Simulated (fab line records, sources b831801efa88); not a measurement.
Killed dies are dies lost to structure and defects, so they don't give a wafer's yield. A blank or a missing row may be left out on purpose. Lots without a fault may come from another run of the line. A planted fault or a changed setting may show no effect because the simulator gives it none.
Tool commonality check | flow sky130 | 13 lots, 39 wafers sampled

WHY IT WAS OPENED
At SKY_GATE_OXIDE_THK_MEAS_02 the reading GATE_OXIDE_OXIDATION_00_THK is flagged on 2 of 13 lots. Wafers without a fault read 10.17 nm, standard deviation 0.22.
Rule: a lot is flagged when every wafer of it that has a number lies more than 4 standard deviations from that mean, or none has a number. The other lots count as sound.

lot  | measured     | on            | GATE_OXIDE_OXIDATION_00_THK (nm), wafer by wafer | flag
L365 | day 13 08:28 | film_metro-03 | 10.15 10.17 10.19                                |
L366 | day 13 17:08 | film_metro-03 | 10.53 10.33 10.42                                |
L367 | day 13 20:02 | film_metro-03 | 10.26 10.33 10.35                                |
L368 | day 14 03:29 | film_metro-04 | 10.22 10.17 10.05                                |
L369 | day 14 11:15 | film_metro-02 | 10.08 10.14 10.17                                |
L370 | day 14 19:48 | film_metro-02 | 9.99 10.34 10.14                                 |
L371 | day 15 05:27 | film_metro-04 | 9.91 9.74 9.83                                   |
L373 | day 15 15:34 | film_metro-02 | 10.18 10.12 10.03                                |
L375 | day 16 09:58 | film_metro-03 | 10.04 9.90 10.17                                 |
L376 | day 17 00:37 | film_metro-02 | 9.75 9.88 9.86                                   |
L377 | day 17 03:05 | film_metro-04 | 16.96 17.27 16.84                                | FLAGGED
L378 | day 17 10:28 | film_metro-03 | 9.96 9.98 9.92                                   |
L381 | day 18 13:49 | film_metro-02 | 16.68 16.49 16.36                                | FLAGGED
The numbers of the flagged lots are 16.77 nm on average: +6.60 nm against the usual, or +30 standard deviations.

WHICH TOOL RAN EACH LOT
The record holds 1 process step before the reading, out of a route of 708 steps. In each cell: the tool, then ch and the chambers that the sampled wafers went through, then the start.
lot  | flag    | SKY_GATE_OXIDE_OXIDATION_01
L365 |         | furnace-01 ch 0, day 13 07:04
L366 |         | furnace-01 ch 0, day 13 15:42
L367 |         | furnace-01 ch 0, day 13 18:38
L368 |         | furnace-01 ch 0, day 14 02:04
L369 |         | furnace-02 ch 0, day 14 09:49
L370 |         | furnace-02 ch 0, day 14 18:22
L371 |         | furnace-02 ch 0, day 15 04:02
L373 |         | furnace-02 ch 0, day 15 14:09
L375 |         | furnace-02 ch 0, day 16 08:34
L376 |         | furnace-02 ch 0, day 16 23:11
L377 | FLAGGED | furnace-02 ch 0, day 16 23:11 and furnace-01 ch 0, day 17 01:30
L378 |         | furnace-02 ch 0, day 17 09:04
L381 | FLAGGED | furnace-02 ch 0, day 18 10:30 and furnace-01 ch 0, day 18 12:24
What these steps do:
- SKY_GATE_OXIDE_OXIDATION_01: stabilise 600 s, purge 300 s, target thk 10.268 nm.
- SKY_GATE_OXIDE_THK_MEAS_02

FLAGGED OVER TOTAL, TOOL BY TOOL (the gauges that took the reading come last)
step                        | tool          | lots run | flagged | share of the flagged lots | sound lots run after its first flagged lot
SKY_GATE_OXIDE_OXIDATION_01 | furnace-01    | 6        | 2       | all                       | 0
SKY_GATE_OXIDE_OXIDATION_01 | furnace-02    | 9        | 2       | all                       | 1 (L378)
SKY_GATE_OXIDE_THK_MEAS_02  | film_metro-02 | 5        | 1       | some                      | 0
SKY_GATE_OXIDE_THK_MEAS_02  | film_metro-03 | 5        | 0       | none                      | -
SKY_GATE_OXIDE_THK_MEAS_02  | film_metro-04 | 3        | 1       | some                      | 0

WHAT THE TABLE ALLOWS
2 rows of the table ran every flagged lot: furnace-01 at SKY_GATE_OXIDE_OXIDATION_01, furnace-02 at SKY_GATE_OXIDE_OXIDATION_01.
- furnace-01 at SKY_GATE_OXIDE_OXIDATION_01: 2 of its 6 lots flagged. Its last sound lot is L368 (day 14 02:04), its first flagged lot L377 (day 17 01:30): a fault that began between those two fits.
- furnace-02 at SKY_GATE_OXIDE_OXIDATION_01: 2 of its 9 lots flagged. Sound lots ran on it after the first flagged one (L378), which a lasting fault on the whole tool wouldn't allow.
One tool is left: furnace-01 at SKY_GATE_OXIDE_OXIDATION_01.

WHAT THE SIMULATOR HAD PUT IN
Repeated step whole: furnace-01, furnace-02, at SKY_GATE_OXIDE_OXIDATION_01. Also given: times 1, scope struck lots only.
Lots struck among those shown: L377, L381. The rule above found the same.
